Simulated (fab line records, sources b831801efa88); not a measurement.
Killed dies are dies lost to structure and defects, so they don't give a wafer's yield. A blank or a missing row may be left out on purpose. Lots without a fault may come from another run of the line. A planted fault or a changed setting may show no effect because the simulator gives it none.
Which tool did it? | flow gf180mcu | 13 lots, 39 wafers sampled, at 4 steps of a route of 602

WHAT THE GAUGES READ, wafer by wafer
GF_V5_THK_MEAS_03.
lot  | measured     | on            | V5_CVD_02_THK (nm)
L740 | day 26 09:07 | film_metro-02 | 1437 1399 1427
L741 | day 26 15:28 | film_metro-02 | 1408 1431 1432
L742 | day 27 02:47 | film_metro-04 | 1450 1477 1473
L743 | day 27 08:59 | film_metro-03 | 1372 1431 1402
L744 | day 27 16:41 | film_metro-04 | 1452 1459 1489
L748 | day 29 00:17 | film_metro-03 | 1458 1467 1439
L749 | day 29 04:45 | film_metro-03 | 1422 1405 1439
L750 | day 29 14:03 | film_metro-04 | 1438 1435 1449
L754 | day 30 17:08 | film_metro-03 | 1412 1454 1438
L755 | day 30 23:50 | film_metro-04 | 1455 1433 1467
L761 | day 32 14:05 | film_metro-04 | 1432 1447 1490
L762 | day 32 17:55 | film_metro-02 | 1426 1445 1421
L763 | day 32 20:56 | film_metro-02 | 1458 1471 1478

WHICH TOOL RAN EACH LOT (tool, then ch and the chambers of the sampled wafers, then the start)
lot  | GF_M1_SPUTTER_00             | GF_M5_ETCH_09                      | GF_V5_CVD_02
L740 | pvd_sputter-04, day 16 06:24 | rie_diel-02 ch 1,2, day 26 08:12   | pecvd-02 ch 0,1,2, day 26 09:01
L741 | pvd_sputter-03, day 16 13:33 | rie_diel-02 ch 0,1,3, day 26 14:30 | pecvd-02 ch 1,2, day 26 15:19
L742 | pvd_sputter-02, day 17 02:00 | rie_diel-01 ch 0,3, day 27 01:55   | pecvd-04 ch 0,1,2, day 27 02:41
L743 | pvd_sputter-03, day 17 05:41 | rie_diel-02 ch 1,2,3, day 27 08:07 | pecvd-02 ch 0,2, day 27 08:53
L744 | pvd_sputter-04, day 17 16:18 | rie_diel-03 ch 1,3, day 27 15:48   | pecvd-04 ch 0,2, day 27 16:34
L748 | pvd_sputter-02, day 19 07:18 | rie_diel-01 ch 0,1,2, day 28 23:21 | pecvd-04 ch 0,1, day 29 00:11
L749 | pvd_sputter-04, day 19 14:14 | rie_diel-02 ch 0,2,3, day 29 03:51 | pecvd-02 ch 0,1,2, day 29 04:38
L750 | pvd_sputter-04, day 19 22:10 | rie_diel-03 ch 0,1,2, day 29 13:09 | pecvd-04 ch 0,1,2, day 29 13:56
L754 | pvd_sputter-02, day 21 09:09 | rie_diel-02 ch 1,2,3, day 30 15:48 | pecvd-02 ch 1,2, day 30 17:01
L755 | pvd_sputter-03, day 21 18:08 | rie_diel-01 ch 0,1, day 30 22:25   | pecvd-02 ch 0,1,2, day 30 23:45
L761 | pvd_sputter-04, day 23 20:27 | rie_diel-03 ch 0,2,3, day 32 13:12 | pecvd-04 ch 0,1,2, day 32 13:59
L762 | pvd_sputter-02, day 24 01:06 | rie_diel-02 ch 0,1,2, day 32 17:00 | pecvd-01 ch 1,2, day 32 17:47
L763 | pvd_sputter-04, day 24 08:26 | rie_diel-03 ch 0,1,3, day 32 19:42 | pecvd-04 ch 0,2, day 32 20:50
- GF_M1_SPUTTER_00: material Ti, target thk 37.5 nm, time 150 s.
- GF_M5_ETCH_09: etches Si3N4 in CF4/O2, target depth 52 nm, time 11.6 s.
- GF_V5_CVD_02: deposits SiO2 from TEOS, target thk 1450 nm, time 163.28 s.

WHAT THE TOOLS THEMSELVES READ (means of the sampled wafers that have a number; where no wafer has one, the mark that the record gives instead)
GF_M1_SPUTTER_00.
lot  | tool           | throttle_valve_pct (%)
L740 | pvd_sputter-04 | 28.9
L741 | pvd_sputter-03 | 29.9
L742 | pvd_sputter-02 | 29.6
L743 | pvd_sputter-03 | 30.5
L744 | pvd_sputter-04 | 29.0
L748 | pvd_sputter-02 | 29.7
L749 | pvd_sputter-04 | 28.4
L750 | pvd_sputter-04 | 29.1
L754 | pvd_sputter-02 | 29.5
L755 | pvd_sputter-03 | 30.6
L761 | pvd_sputter-04 | 29.6
L762 | pvd_sputter-02 | 29.7
L763 | pvd_sputter-04 | 30.0

GF_M5_ETCH_09.
lot  | tool        | drypump_motor_current_A (A) | oes_product_au (a.u.) | throttle_valve_pct (%)
L740 | rie_diel-02 | 5.8                         | 1.007                 | 5.972
L741 | rie_diel-02 | 5.9                         | 1.011                 | 5.970
L742 | rie_diel-01 | 5.4                         | 1.016                 | 5.969
L743 | rie_diel-02 | 6.1                         | 1.016                 | 5.977
L744 | rie_diel-03 | 6.2                         | 0.994                 | 5.959
L748 | rie_diel-01 | 5.9                         | 1.001                 | 5.971
L749 | rie_diel-02 | 6.1                         | 0.999                 | 5.959
L750 | rie_diel-03 | 6.4                         | 0.980                 | 5.971
L754 | rie_diel-02 | 6.1                         | 1.009                 | 5.967
L755 | rie_diel-01 | 5.8                         | 0.995                 | 5.965
L761 | rie_diel-03 | 6.4                         | 0.994                 | 5.965
L762 | rie_diel-02 | 5.7                         | 1.007                 | 5.967
L763 | rie_diel-03 | 6.3                         | 0.990                 | 5.969

GF_V5_CVD_02.
lot  | tool     | heater_power_outer_w (W) | heater_power_w (W)
L740 | pecvd-02 | 391                      | 701
L741 | pecvd-02 | 380                      | 724
L742 | pecvd-04 | 313                      | 583
L743 | pecvd-02 | 410                      | 711
L744 | pecvd-04 | 346                      | 642
L748 | pecvd-04 | 328                      | 616
L749 | pecvd-02 | 394                      | 702
L750 | pecvd-04 | 327                      | 608
L754 | pecvd-02 | 356                      | 680
L755 | pecvd-02 | 416                      | 716
L761 | pecvd-04 | 333                      | 608
L762 | pecvd-01 | 367                      | 623
L763 | pecvd-04 | 323                      | 619

THE ANSWER, worked out from the rows above alone
Rule: what is usual is taken from the lots themselves. Put in order of their means at a reading, lots are off if they are a third of the lots or fewer, leave a main group of 4 or more, and stand apart from it by a gap of 3 or more times the standard deviation of the main group's means; of several such gaps the widest counts. A main group whose means are all the same, to the digits that the tables above print for the reading, isn't used. A lot without any number at a reading at which 4 lots or more have one is off too. The other lots that the step has rows for count as sound. The gauges are gone through in route order, then the tools' own readings, and for those a lot's mean is taken as printed above. The first step at which some lot is off is used, and at that step the reading that is off furthest; a lot without a number counts as furthest.
No lot is off at any reading shown: from this, nothing can be told.

WHAT THE SIMULATOR HAD PUT IN
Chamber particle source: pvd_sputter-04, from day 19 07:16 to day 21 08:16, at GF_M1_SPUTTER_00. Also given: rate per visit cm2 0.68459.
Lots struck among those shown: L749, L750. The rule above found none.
